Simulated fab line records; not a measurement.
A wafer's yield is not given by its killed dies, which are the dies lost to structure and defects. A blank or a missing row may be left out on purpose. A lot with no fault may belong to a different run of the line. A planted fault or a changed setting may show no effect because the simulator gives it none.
fab line records	flow gf180mcu	part 1 of 2: steps 1 to 25 of 35
[record] lots = 5	wafers = 15	last_day = 34
route steps=602 shown V3@444 M4@456 V4@476
lots untouched by any fault: they come from a run of this same line in which no faults occurred
start_h: hours from the record's first day to the start of the lot's first wafer shown	wait_h: hours from the lot's prior step to this one	" as in the row above	L1.1+2: one row covering several wafers at once	- value missing, or start not given	* or withheld: withheld	< > ~ a bound
route shown NAME@n: NAME is a module with steps in the file, n the number in the route of the first one	usual: mean/standard deviation taken from wafers without a fault	same: alike in all rows	chamber/n: place in a boat	sites: readings site by site	_std_site: how widely they spread, as a standard deviation	_edge_site: inner sites' mean taken away from outer sites' mean	radius_mm: for every site, how far away it sits from the centre of the wafer	mask NAME#n: copy n	behind: the most recent tool/chamber to have shaped the wafer	hold: what put the lot on hold/how long, in hours/how the hold closed	device: whichever transistor did not switch (one of n, p or np)	end of line: the same wafers' tests at the end of the route	where a step has no rows: the recipe by itself	killed: at the first sort, the dies lost to defects and structure; wafer yield is something else	map: the dies of a wafer, with x for killed, . for not killed, _ for no die there
set.NAME: the setting that was run; set.NAME@STEP: the one run at that earlier step	model.NAME: the simulator's own value behind a step, which no gauge read
lots at some steps of the route; a table a step, a row a wafer
services: from which hour (start_h, from the record's first day; less than 0 if before it) a tool's chamber was out of use, for how many hours, and why
[[steps]]
[step GF_V3_OVL_MEAS_15]
[usual] V3_OVL = -3/4.8
lot.wafer	tool	chamber	start_h	wait_h	V3_OVL[nm]
L081.2	overlay-01	-	598.14	0.1	3
L081.3	"	-	"	"	-4
L081.4	"	-	"	"	0
L082.1	overlay-02	-	598.21	0.1	-5
L082.3	"	-	"	"	-3
L082.4	"	-	"	"	-8
L083.1	overlay-02	-	610.59	0.1	-6
L083.3	"	-	"	"	-3
L083.6	"	-	"	"	-6
L086.1	overlay-02	-	626.74	0.1	-3
L086.3	"	-	"	"	-7
L086.5	"	-	"	"	-5
L093.2	overlay-02	-	670.75	0.1	-2
L093.5	"	-	"	"	2
L093.6	"	-	"	"	8
[step GF_V3_ETCH_16]
[recipe] chemistry = N2/H2	target_depth_a = withheld	overetch_a = withheld	time_s = withheld	target = BARC	ion_energy_ev = 200	source_w = 500	bias_w = 100	pressure_mtorr = 30	n2_flow_sccm = 100	h2_flow_sccm = 200
[usual] drypump_motor_current_A = 6.0/0.46	n2_flow_sccm = 100.03/0.29	oes_product_au = 0.854/0.0052	throttle_valve_pct = 13.224/0.0084
lot.wafer	tool	chamber	start_h	wait_h	drypump_motor_current_A	n2_flow_sccm	oes_product_au	throttle_valve_pct
L081.2	rie_diel-03	2	598.17	0.0	5.0	100.02	0.859	13.234
L081.3	"	3	"	"	6.2	100.22	0.854	13.226
L081.4	"	1	"	"	6.5	100.45	0.853	13.214
L082.1	rie_diel-01	3	598.25	0.0	6.8	100.00	0.855	13.222
L082.3	"	2	"	"	6.4	99.80	0.851	13.240
L082.4	"	1	"	"	6.0	99.80	0.854	13.239
L083.1	rie_diel-01	0	610.62	0.0	5.5	99.77	0.848	13.242
L083.3	"	1	"	"	6.0	99.64	0.864	13.220
L083.6	"	0	"	"	5.6	99.69	0.851	13.235
L086.1	rie_diel-04	3	626.77	0.0	5.8	100.09	0.850	13.239
L086.3	"	1	"	"	6.0	100.44	0.853	13.218
L086.5	"	1	"	"	6.0	100.32	0.850	13.218
L093.2	rie_diel-04	2	670.78	0.0	6.1	100.35	0.851	13.226
L093.5	"	0	"	"	5.2	99.95	0.860	13.216
L093.6	"	1	"	"	5.9	99.70	0.849	13.211
[step GF_V3_ETCH_17]
[recipe] chemistry = C4F8/O2/Ar	mask_material = KrF	target = SiO2	stop_on = TiN	source_w = 1500	bias_w = 1200	pressure_mtorr = 40	c4f8_flow_sccm = withheld	O2_flow_sccm = 6	Ar_flow_sccm = 300	time_s = withheld	target_depth_a = 6350
[usual] oes_product_au = 0.855/0.0045
lot.wafer	tool	chamber	start_h	wait_h	oes_product_au
L081.2	rie_diel-03	2	-	-	0.844
L081.3	"	3	"	"	0.857
L081.4	"	1	"	"	0.849
L082.1	rie_diel-01	3	-	-	0.854
L082.3	"	2	"	"	0.856
L082.4	"	1	"	"	0.853
L083.1	rie_diel-01	0	-	-	0.845
L083.3	"	1	"	"	0.853
L083.6	"	0	"	"	0.855
L086.1	rie_diel-04	3	-	-	0.859
L086.3	"	1	"	"	0.857
L086.5	"	1	"	"	0.856
L093.2	rie_diel-04	2	-	-	0.856
L093.5	"	0	"	"	0.851
L093.6	"	1	"	"	0.854
[step GF_V3_STRIP_18]
[recipe] chemistry = O2/N2	power_w = 1400	pressure_mtorr = 1500	platen_temp_c = 250	o2_flow_sccm = 3000	n2_flow_sccm = 300	overash_fraction = 0.5
[usual] drypump_motor_current_A = 5.5/0.4	heater_power_w = 327/10	n2_flow_sccm = 299.9/0.96	oes_product_au = 0.593/0.0048	platen_temp_c = 249.96/0.17
lot.wafer	tool	chamber	start_h	wait_h	drypump_motor_current_A	heater_power_w	n2_flow_sccm	oes_product_au	platen_temp_c	rf_hours_counter_h
L081.2	plasma_asher-03	1	598.30	-	5.2	316	301.6	0.596	249.91	84
L081.3	"	1	"	"	5.2	312	301.3	0.602	249.86	-
L081.4	"	0	"	"	6.2	323	299.4	0.585	249.75	-
L082.1	plasma_asher-02	0	598.38	-	5.7	334	300.3	0.593	249.97	51
L082.3	"	0	"	"	5.7	326	299.7	0.587	250.11	-
L082.4	"	1	"	"	5.1	339	299.0	0.589	250.07	-
L083.1	plasma_asher-01	0	610.75	-	5.2	320	299.7	0.599	250.02	18
L083.3	"	0	"	"	5.2	319	299.5	0.603	249.96	-
L083.6	"	0	"	"	5.2	333	299.6	0.593	249.92	-
L086.1	plasma_asher-02	0	626.90	-	5.6	321	299.9	0.601	249.91	54
L086.3	"	0	"	"	5.6	321	298.2	0.585	250.07	-
L086.5	"	0	"	"	5.6	316	300.3	0.589	249.87	-
L093.2	plasma_asher-02	0	670.91	-	5.6	322	300.5	0.591	250.09	58
L093.5	"	0	"	"	5.7	337	300.3	0.595	250.33	-
L093.6	"	1	"	"	5.1	345	300.7	0.591	250.00	-
[step GF_V3_STRIP_19]
[recipe] chemistry = post_etch_residue_remover	time_s = 1200	temp_c = 72.5
lot.wafer	tool	chamber	start_h	wait_h
L081.2+3+4	wet_bench-04	0	598.40	0.1
L082.1+3+4	wet_bench-02	1	598.48	0.1
L083.1+3+6	wet_bench-04	0	610.85	0.1
L086.1+3+5	wet_bench-01	1	627.03	0.1
L093.2+5+6	wet_bench-02	0	671.01	0.1
[step GF_V3_CLEAN_20]
[recipe] chemistry = DIW	dry = n2_spin
lot.wafer	tool	chamber	start_h	wait_h
L081.2+3+4	wet_bench-01	1	598.77	0.0
L082.1+3+4	wet_bench-04	1	598.85	0.0
L083.1+3+6	wet_bench-02	1	611.19	0.0
L086.1+3+5	wet_bench-04	0	627.37	0.0
L093.2+5+6	wet_bench-04	3	671.35	0.0
[step GF_V3_SPUTTER_21]
[recipe] material = Ti	target_thk_nm = 15	chamber_pressure_pa = 5	power_w = 2500	substrate_temp_c = 200	time_s = 80.02
[usual] throttle_valve_pct = 29.8/1.2
lot.wafer	tool	chamber	start_h	wait_h	throttle_valve_pct
L081.2	pvd_sputter-03	-	598.87	0.0	29.0
L081.3	"	-	"	"	27.5
L081.4	"	-	"	"	31.7
L082.1	pvd_sputter-02	-	598.95	0.0	30.1
L082.3	"	-	"	"	30.2
L082.4	"	-	"	"	30.1
L083.1	pvd_sputter-03	-	611.28	0.0	29.9
L083.3	"	-	"	"	28.6
L083.6	"	-	"	"	31.6
L086.1	pvd_sputter-03	-	627.47	0.0	27.7
L086.3	"	-	"	"	29.0
L086.5	"	-	"	"	27.6
L093.2	pvd_sputter-03	-	671.44	0.0	31.7
L093.5	"	-	"	"	27.6
L093.6	"	-	"	"	31.5
[step GF_V3_SPUTTER_22]
[recipe] material = TiN	target_thk_nm = 10	chamber_pressure_pa = 5	power_w = 3850	time_s = 40
[usual] throttle_valve_pct = 29.8/1.1
lot.wafer	tool	chamber	start_h	wait_h	throttle_valve_pct
L081.2	pvd_sputter-03	-	598.93	0.0	28.8
L081.3	"	-	"	"	27.6
L081.4	"	-	"	"	31.5
L082.1	pvd_sputter-02	-	599.01	0.0	30.3
L082.3	"	-	"	"	29.9
L082.4	"	-	"	"	29.9
L083.1	pvd_sputter-03	-	611.35	0.0	29.9
L083.3	"	-	"	"	28.8
L083.6	"	-	"	"	31.4
L086.1	pvd_sputter-03	-	627.53	0.0	27.6
L086.3	"	-	"	"	28.7
L086.5	"	-	"	"	27.8
L093.2	pvd_sputter-03	-	671.50	0.0	31.6
L093.5	"	-	"	"	27.7
L093.6	"	-	"	"	31.7
[step GF_V3_CVD_23]
[recipe] material = W	target_thk_nm = 350	time_s = 104.9	temp_c = 400	pressure_torr = 40
[usual] heater_power_w = 882/22
lot.wafer	tool	chamber	start_h	wait_h	heater_power_w
L081.2	cvd_w-01	1	598.97	0.0	913
L081.3	"	0	"	"	860
L081.4	"	1	"	"	894
L082.1	cvd_w-02	1	599.05	0.0	882
L082.3	"	1	"	"	874
L082.4	"	0	"	"	894
L083.1	cvd_w-02	0	611.38	0.0	909
L083.3	"	0	"	"	888
L083.6	"	1	"	"	867
L086.1	cvd_w-02	1	627.57	0.0	860
L086.3	"	0	"	"	894
L086.5	"	0	"	"	897
L093.2	cvd_w-02	0	671.54	0.0	897
L093.5	"	1	"	"	900
L093.6	"	0	"	"	888
[step GF_V3_RS_MEAS_24]
[recipe] thk_meas_gauge = four-point-probe	reads = W_of_V3_CVD_23+TiN_of_V3_SPUTTER_22+Ti_of_V3_SPUTTER_21
[usual] V3_W_RS = 0.328/0.0051
lot.wafer	tool	chamber	start_h	wait_h	V3_W_RS[ohm/sq]
L081.2	film_metro-03	-	599.10	0.1	0.318
L081.3	"	-	"	"	0.333
L081.4	"	-	"	"	0.319
L082.1	film_metro-02	-	599.16	0.1	0.329
L082.3	"	-	"	"	0.328
L082.4	"	-	"	"	0.329
L083.1	film_metro-02	-	611.50	0.1	0.331
L083.3	"	-	"	"	0.328
L083.6	"	-	"	"	0.331
L086.1	film_metro-01	-	627.68	0.1	0.331
L086.3	"	-	"	"	0.327
L086.5	"	-	"	"	0.323
L093.2	film_metro-03	-	671.67	0.1	0.331
L093.5	"	-	"	"	0.327
L093.6	"	-	"	"	0.331
[step GF_V3_THK_MEAS_25]
[recipe] thk_meas_gauge = xrf	reads = W_of_V3_CVD_23
[usual] V3_W_THK = 358/7.2
lot.wafer	tool	chamber	start_h	wait_h	V3_W_THK[nm]
L081.2	film_metro-03	-	599.21	0.1	373
L081.3	"	-	"	"	356
L081.4	"	-	"	"	371
L082.1	film_metro-02	-	599.28	0.1	350
L082.3	"	-	"	"	352
L082.4	"	-	"	"	350
L083.1	film_metro-02	-	611.62	0.1	350
L083.3	"	-	"	"	354
L083.6	"	-	"	"	351
L086.1	film_metro-01	-	627.80	0.1	350
L086.3	"	-	"	"	356
L086.5	"	-	"	"	360
L093.2	film_metro-03	-	671.78	0.1	359
L093.5	"	-	"	"	363
L093.6	"	-	"	"	359
[step GF_V3_CMP_26]
[recipe] stop_on = SiO2	down_force_psi = 3.5	platen_rpm = 60	t_overpolish_s = 15	target_thk_nm = 0	pad_velocity_m_s = 0.94248
[usual] motor_current_A = 11.4/0.5	overpolish_run_s = 14.999/0.0096	time_to_endpoint_s = 82/4.7
lot.wafer	tool	chamber	start_h	wait_h	motor_current_A	overpolish_run_s	time_to_endpoint_s
L081.2	cmp-01	0	599.31	0.1	11.7	15.011	81
L081.3	"	1	"	"	11.3	14.998	77
L081.4	"	2	"	"	11.2	14.999	85
L082.1	cmp-02	0	599.34	0.1	12.2	14.998	89
L082.4	"	1	"	"	11.4	14.989	83
L082.3	"	3	"	"	11.8	15.018	92
L083.1	cmp-01	0	611.73	0.1	11.5	14.993	77
L083.3	"	1	"	"	11.4	15.004	80
L083.6	"	0	"	"	11.7	15.022	73
L086.1	cmp-01	3	627.86	0.1	11.1	15.005	79
L086.3	"	1	"	"	10.9	15.005	80
L086.5	"	0	"	"	11.8	14.993	80
L093.2	cmp-02	3	671.88	0.1	11.7	14.994	90
L093.6	"	2	"	"	11.9	14.990	86
L093.5	"	3	"	"	12.0	14.986	92
[step GF_M4_SPUTTER_00]
[recipe] material = Ti	target_thk_nm = 37.5	arriving_ion_energy_ev = 80	substrate_temp_c = 200	chamber_pressure_pa = 2	power_w = 4000	time_s = 150
[usual] throttle_valve_pct = 29.9/0.74
lot.wafer	tool	chamber	start_h	wait_h	throttle_valve_pct
L081.2	pvd_sputter-01	-	599.56	0.2	30.3
L081.3	"	-	"	"	30.4
L081.4	"	-	"	"	31.1
L082.1	pvd_sputter-02	-	599.64	0.2	30.6
L082.3	"	-	"	"	30.2
L082.4	"	-	"	"	29.7
L083.1	pvd_sputter-01	-	611.98	0.2	30.3
L083.3	"	-	"	"	30.5
L083.6	"	-	"	"	30.9
L086.1	pvd_sputter-02	-	628.16	0.2	30.3
L086.3	"	-	"	"	30.1
L086.5	"	-	"	"	29.6
L093.2	pvd_sputter-02	-	672.13	0.2	30.0
L093.5	"	-	"	"	29.9
L093.6	"	-	"	"	29.5
[step GF_M4_SPUTTER_01]
[recipe] material = TiN	target_thk_nm = 30	power_w = 6500	time_s = 25	chamber_pressure_pa = 0.4
[usual] throttle_valve_pct = 29.9/0.74
lot.wafer	tool	chamber	start_h	wait_h	throttle_valve_pct
L081.2	pvd_sputter-01	-	599.66	0.1	30.2
L081.3	"	-	"	"	30.2
L081.4	"	-	"	"	30.9
L082.1	pvd_sputter-02	-	599.74	0.1	30.1
L082.3	"	-	"	"	30.1
L082.4	"	-	"	"	29.6
L083.1	pvd_sputter-01	-	612.08	0.1	30.5
L083.3	"	-	"	"	30.3
L083.6	"	-	"	"	31.2
L086.1	pvd_sputter-02	-	628.26	0.1	30.4
L086.3	"	-	"	"	30.0
L086.5	"	-	"	"	29.5
L093.2	pvd_sputter-02	-	672.23	0.1	29.9
L093.5	"	-	"	"	29.8
L093.6	"	-	"	"	29.8
[step GF_M4_SPUTTER_02]
[recipe] material = AlCu	target_thk_nm = 450	power_w = 10600	time_s = 24.84	chamber_pressure_pa = 0.4
[usual] throttle_valve_pct = 29.9/0.74
lot.wafer	tool	chamber	start_h	wait_h	throttle_valve_pct
L081.2	pvd_sputter-01	-	599.70	0.0	30.3
L081.3	"	-	"	"	30.5
L081.4	"	-	"	"	30.7
L082.1	pvd_sputter-02	-	599.77	0.0	30.5
L082.3	"	-	"	"	30.2
L082.4	"	-	"	"	29.7
L083.1	pvd_sputter-01	-	612.11	0.0	30.6
L083.3	"	-	"	"	30.4
L083.6	"	-	"	"	31.0
L086.1	pvd_sputter-02	-	628.29	0.0	30.2
L086.3	"	-	"	"	29.9
L086.5	"	-	"	"	29.4
L093.2	pvd_sputter-02	-	672.26	0.0	30.0
L093.5	"	-	"	"	30.1
L093.6	"	-	"	"	29.6
[step GF_M4_SPUTTER_03]
[recipe] material = Ti	target_thk_nm = 10	substrate_temp_c = 300	chamber_pressure_pa = 0.3	power_w = 3000	time_s = 6.7
[usual] throttle_valve_pct = 29.9/0.75
lot.wafer	tool	chamber	start_h	wait_h	throttle_valve_pct
L081.2	pvd_sputter-01	-	599.73	0.0	30.1
L081.3	"	-	"	"	30.3
L081.4	"	-	"	"	30.8
L082.1	pvd_sputter-02	-	599.80	0.0	30.3
L082.3	"	-	"	"	30.2
L082.4	"	-	"	"	29.8
L083.1	pvd_sputter-01	-	612.14	0.0	30.2
L083.3	"	-	"	"	30.5
L083.6	"	-	"	"	31.1
L086.1	pvd_sputter-02	-	628.32	0.0	30.4
L086.3	"	-	"	"	30.0
L086.5	"	-	"	"	29.6
L093.2	pvd_sputter-02	-	672.29	0.0	29.9
L093.5	"	-	"	"	30.2
L093.6	"	-	"	"	29.5
[step GF_M4_SPUTTER_04]
[recipe] material = TiN	target_thk_nm = 50	power_w = 6500	time_s = 41.7	chamber_pressure_pa = 0.4
[usual] throttle_valve_pct = 29.9/0.75
lot.wafer	tool	chamber	start_h	wait_h	throttle_valve_pct
L081.2	pvd_sputter-01	-	599.75	0.0	30.4
L081.3	"	-	"	"	30.4
L081.4	"	-	"	"	31.0
L082.1	pvd_sputter-02	-	599.82	0.0	30.2
L082.3	"	-	"	"	30.3
L082.4	"	-	"	"	29.7
L083.1	pvd_sputter-01	-	612.16	0.0	30.3
L083.3	"	-	"	"	30.3
L083.6	"	-	"	"	31.1
L086.1	pvd_sputter-02	-	628.34	0.0	30.2
L086.3	"	-	"	"	30.3
L086.5	"	-	"	"	29.5
L093.2	pvd_sputter-02	-	672.31	0.0	30.2
L093.5	"	-	"	"	30.1
L093.6	"	-	"	"	29.6
[step GF_M4_RS_MEAS_05]
[recipe] thk_meas_gauge = four-point-probe	reads = TiN_of_M4_SPUTTER_04+Ti_of_M4_SPUTTER_03+AlCu_of_M4_SPUTTER_02+TiN_of_M4_SPUTTER_01+Ti_of_M4_SPUTTER_00
[usual] M4_ALCU_RS = 0.0674/0.00058
lot.wafer	tool	chamber	start_h	wait_h	M4_ALCU_RS[ohm/sq]
L081.2	film_metro-02	-	599.81	0.0	0.0681
L081.3	"	-	"	"	0.0674
L081.4	"	-	"	"	0.0674
L082.1	film_metro-03	-	599.86	0.0	0.0684
L082.3	"	-	"	"	0.0677
L082.4	"	-	"	"	0.0685
L083.1	film_metro-03	-	612.20	0.0	0.0666
L083.3	"	-	"	"	0.0674
L083.6	"	-	"	"	0.0666
L086.1	film_metro-04	-	628.38	0.0	0.0680
L086.3	"	-	"	"	0.0673
L086.5	"	-	"	"	0.0685
L093.2	film_metro-04	-	672.37	0.0	0.0677
L093.5	"	-	"	"	0.0680
L093.6	"	-	"	"	0.0688
[step GF_M4_THK_MEAS_06]
[recipe] thk_meas_gauge = xrf	reads = AlCu_of_M4_SPUTTER_02
[usual] M4_ALCU_THK = 470/5
lot.wafer	tool	chamber	start_h	wait_h	M4_ALCU_THK[nm]
L081.2	film_metro-02	-	599.92	0.1	465
L081.3	"	-	"	"	467
L081.4	"	-	"	"	468
L082.1	film_metro-03	-	599.98	0.1	458
L082.3	"	-	"	"	464
L082.4	"	-	"	"	460
L083.1	film_metro-03	-	612.32	0.1	473
L083.3	"	-	"	"	470
L083.6	"	-	"	"	471
L086.1	film_metro-04	-	628.50	0.1	472
L086.3	"	-	"	"	475
L086.5	"	-	"	"	464
L093.2	film_metro-04	-	672.48	0.1	472
L093.5	"	-	"	"	471
L093.6	"	-	"	"	463
[step GF_M4_DEHYDRATE_07]
[recipe] temp_c = 200	time_s = 60
[usual] chill_plate_temp_C = 23.02/0.13
lot.wafer	tool	chamber	start_h	wait_h	chill_plate_temp_C
L081.2	litho_track-04	0	609.24	9.3	22.99
L081.3	"	0	"	"	23.04
L081.4	"	0	"	"	23.10
L082.1	litho_track-03	0	609.86	9.9	22.98
L082.3	"	0	"	"	22.97
L082.4	"	0	"	"	22.97
L083.1	litho_track-03	0	622.11	9.8	23.07
L083.3	"	0	"	"	22.99
L083.6	"	0	"	"	22.98
L086.1	litho_track-01	0	638.50	10.0	22.98
L086.3	"	0	"	"	22.99
L086.5	"	0	"	"	22.92
L093.2	litho_track-03	0	682.14	9.6	23.00
L093.5	"	0	"	"	23.08
L093.6	"	0	"	"	23.14
[step GF_M4_HMDS_08]
[recipe] prime_time_s = 60	prime_temp_c = 120
[usual] chill_plate_temp_C = 22.99/0.11
lot.wafer	tool	chamber	start_h	wait_h	chill_plate_temp_C
L081.2	litho_track-04	0	609.39	0.1	23.20
L081.3	"	0	"	"	23.13
L081.4	"	0	"	"	23.12
L082.1	litho_track-03	0	610.01	0.1	22.98
L082.3	"	0	"	"	22.96
L082.4	"	0	"	"	23.04
L083.1	litho_track-03	0	622.26	0.1	22.85
L083.3	"	0	"	"	22.90
L083.6	"	0	"	"	23.02
L086.1	litho_track-01	0	638.65	0.1	23.02
L086.3	"	0	"	"	23.00
L086.5	"	0	"	"	22.99
L093.2	litho_track-03	0	682.29	0.1	22.88
L093.5	"	0	"	"	22.98
L093.6	"	0	"	"	22.95
[step GF_M4_COAT_09]
[recipe] resist = KrF	spin_rpm = withheld	resist_thk_nm = 1000
[usual] chill_plate_temp_C = 23.00/0.11
lot.wafer	tool	chamber	start_h	wait_h	chill_plate_temp_C
L081.2	litho_track-04	0	609.54	0.1	23.10
L081.3	"	0	"	"	23.05
L081.4	"	0	"	"	23.10
L082.1	litho_track-03	0	610.16	0.1	23.18
L082.3	"	0	"	"	23.22
L082.4	"	0	"	"	22.99
L083.1	litho_track-03	0	622.41	0.1	23.13
L083.3	"	0	"	"	23.00
L083.6	"	0	"	"	23.13
L086.1	litho_track-01	0	638.80	0.1	22.87
L086.3	"	0	"	"	22.69
L086.5	"	0	"	"	22.82
L093.2	litho_track-03	0	682.44	0.1	22.85
L093.5	"	0	"	"	22.84
L093.6	"	0	"	"	22.79
[step GF_M4_SOFTBAKE_10]
[recipe] temp_c = 130	time_s = 60	resist = KrF
[usual] chill_plate_temp_C = 23.01/0.12
lot.wafer	tool	chamber	start_h	wait_h	chill_plate_temp_C
L081.2	litho_track-04	0	609.69	0.1	22.88
L081.3	"	0	"	"	23.10
L081.4	"	0	"	"	23.09
L082.1	litho_track-03	0	610.31	0.1	22.91
L082.3	"	0	"	"	23.05
L082.4	"	0	"	"	22.82
L083.1	litho_track-03	0	622.56	0.1	23.14
L083.3	"	0	"	"	23.16
L083.6	"	0	"	"	23.15
L086.1	litho_track-01	0	638.95	0.1	23.11
L086.3	"	0	"	"	22.82
L086.5	"	0	"	"	22.94
L093.2	litho_track-03	0	682.59	0.1	22.93
L093.5	"	0	"	"	23.16
L093.6	"	0	"	"	22.97
[step GF_M4_EXPOSE_11]
[recipe] mask_id = Metal4	target_cd_nm = 280	na = 0.68	source_shape = conventional	sigma_outer = 0.6	dose_mj = 28
[same] na = 0.68
lot.wafer	tool	chamber	start_h	wait_h	mask
L081.2+3+4	krf_scanner-01	0	-	-	Metal4#0
L082.1+3+4	krf_scanner-02	0	-	-	Metal4#0
L083.1+3+6	krf_scanner-01	0	-	-	Metal4#0
L086.1+3+5	krf_scanner-01	0	-	-	Metal4#0
L093.2+5+6	krf_scanner-01	0	-	-	Metal4#0
[step GF_M4_PEB_12]
[recipe] peb_temp_c = 135	peb_time_s = 90	resist = KrF
[usual] chill_plate_temp_C = 23.00/0.1
lot.wafer	tool	chamber	start_h	wait_h	chill_plate_temp_C
L081.2	litho_track-04	0	-	-	23.05
L081.3	"	0	"	"	23.02
L081.4	"	0	"	"	23.12
L082.1	litho_track-04	0	-	-	23.00
L082.3	"	0	"	"	23.13
L082.4	"	0	"	"	23.12
L083.1	litho_track-03	0	-	-	23.10
L083.3	"	0	"	"	23.11
L083.6	"	0	"	"	23.06
L086.1	litho_track-04	0	-	-	23.02
L086.3	"	0	"	"	23.06
L086.5	"	0	"	"	22.92
L093.2	litho_track-01	0	-	-	22.88
L093.5	"	0	"	"	22.96
L093.6	"	0	"	"	22.86
